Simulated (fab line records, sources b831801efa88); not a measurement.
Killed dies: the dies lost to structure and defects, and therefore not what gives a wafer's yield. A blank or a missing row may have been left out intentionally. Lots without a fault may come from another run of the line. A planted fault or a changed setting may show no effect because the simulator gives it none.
Struck lot and sound lot, side by side    flow gf180mcu    20 out of 602 route steps
Sound: the wafers L266.2, L266.4, L266.6. Wafers struck: L270.2, L270.3, L270.5. The cause comes at the end.
For every step that has rows: the tool of each side, followed by ch and its chambers, followed by its first start. Under that, the readings that differ: sound wafers    struck wafers    difference of the means    sigmas: that difference in standard deviations of wafers without a fault.
alike: words and numbers the same on both sides, and readings whose means are apart by under 2 such deviations; not compared: readings that were withheld, readings missing a value for some wafer, numbers with overlapping values and no deviation given by the record, and bounds like >300 which may hide the same value.
The two part at a step that has a row with sigmas, a row that says differs or no value, or rows on one side only. When numbers do not overlap yet have no deviation, they are printed without sigmas and do not part them. Lack of a reading on every wafer of one side parts them only where that side has two or more wafers.

first, 1 step without rows for these wafers: GF_NSD_IMPLANT_10.
GF_NSD_STRIP_11: strips in O2/N2.
  sound on plasma_asher-04 ch 1, day 13 16:47; struck on plasma_asher-03 ch 0,1, day 15 01:37
  alike: drypump_motor_current_A, heater_power_w, n2_flow_sccm, oes_product_au, strip_time_to_endpoint_s
  not compared: rf_hours_counter_h
GF_NSD_TW_MEAS_12:
  struck on film_metro-04, day 15 01:43; sound on film_metro-03, day 13 16:53
  alike: NSD_TW
then, 7 steps without rows for these wafers: GF_PSD_DEHYDRATE_00 (time 60 s); GF_PSD_HMDS_01 (prime time 60 s); GF_PSD_COAT_02 (resist thk 1000 nm); GF_PSD_SOFTBAKE_03 (time 60 s); GF_PSD_EXPOSE_04 (exposes mask Pplus, target cd 400 nm); GF_PSD_PEB_05; GF_PSD_DEVELOP_06 (develop time 60 s).
GF_PSD_CD_MEAS_07 targets a cd of 400 nm.
  struck on cd_sem-01, day 15 22:53; sound on cd_sem-02, day 14 12:58
  alike: cd_nm
GF_PSD_OVL_MEAS_08:
  struck on overlay-02, day 15 23:00; sound on overlay-01, day 14 13:04
  alike: PSD_OVL
GF_PSD_IMPLANT_09:
  sound on implanter-02 ch 0, day 14 13:07; struck on implanter-04 ch 0, day 15 23:03
reading                    sound                            struck                            difference   sigmas
dose_ions_cm2              1.496e+15 1.4987e+15 1.4951e+15  1.4976e+15 1.5016e+15 1.5004e+15  +3.2667e+12  +2
implant_ion_amu            49 49 49                         75 75 75                          +26          
model.implant.drp_nm (nm)  15.87 15.87 15.87                11.92 11.92 11.92                 -3.95        
model.implant.rp_nm (nm)   29.33 29.33 29.33                27.03 27.03 27.03                 -2.30        
GF_PSD_STRIP_10: strips in O2/N2.
  sound on plasma_asher-01 ch 0,1, day 14 13:15; struck on plasma_asher-04 ch 1, day 15 23:11
reading                       sound              struck             difference  sigmas
strip_time_to_endpoint_s (s)  16.45 16.49 16.45  16.64 16.60 16.63  +0.16       +4
  alike: drypump_motor_current_A, heater_power_w, n2_flow_sccm, oes_product_au
  not compared: rf_hours_counter_h
GF_PSD_TW_MEAS_11:
  struck on film_metro-02, day 15 23:17; sound on film_metro-04, day 14 13:22
reading  sound           struck          difference  sigmas
PSD_TW   3242 3235 3236  3696 3687 3718  +463        +17
then, 1 step without rows for these wafers: GF_PSD_CLEAN_12 (cleans in SC1/SC2, time 150 s).
GF_PSD_RTA_13: time 20 s.
  sound on rtp_anneal-02 ch 0, day 14 13:28; struck on rtp_anneal-02 ch 0, day 15 23:24
  alike: lamp_power_pct, wafer_temp_C_max
GF_PSD_RS_MEAS_14: measures by four-point-probe.
  struck on film_metro-03, day 15 23:29; sound on film_metro-03, day 14 13:34
  alike: NSD_RS
GF_PSD_RS_MEAS_15: measures by four-point-probe.
  struck on film_metro-03, day 15 23:37; sound on film_metro-03, day 14 13:41
reading          sound                 struck             difference  sigmas
PSD_RS (ohm/sq)  108.82 108.64 108.75  52.02 52.09 52.02  -56.69      -99 or more
GF_SAB_CVD_00: deposits SiO2 from TEOS, target thk 50 nm, time 4.9302 s.
  sound on pecvd-03 ch 0,1, day 14 13:47; struck on pecvd-03 ch 0,1,2, day 15 23:43
  alike: heater_power_w

## WHERE THEY PART
Last at GF_PSD_RS_MEAS_15 as far as this record goes, first at GF_PSD_IMPLANT_09. Later steps at which nothing parts them and some readings are alike: GF_SAB_CVD_00.

WHY: the cause the simulator had injected
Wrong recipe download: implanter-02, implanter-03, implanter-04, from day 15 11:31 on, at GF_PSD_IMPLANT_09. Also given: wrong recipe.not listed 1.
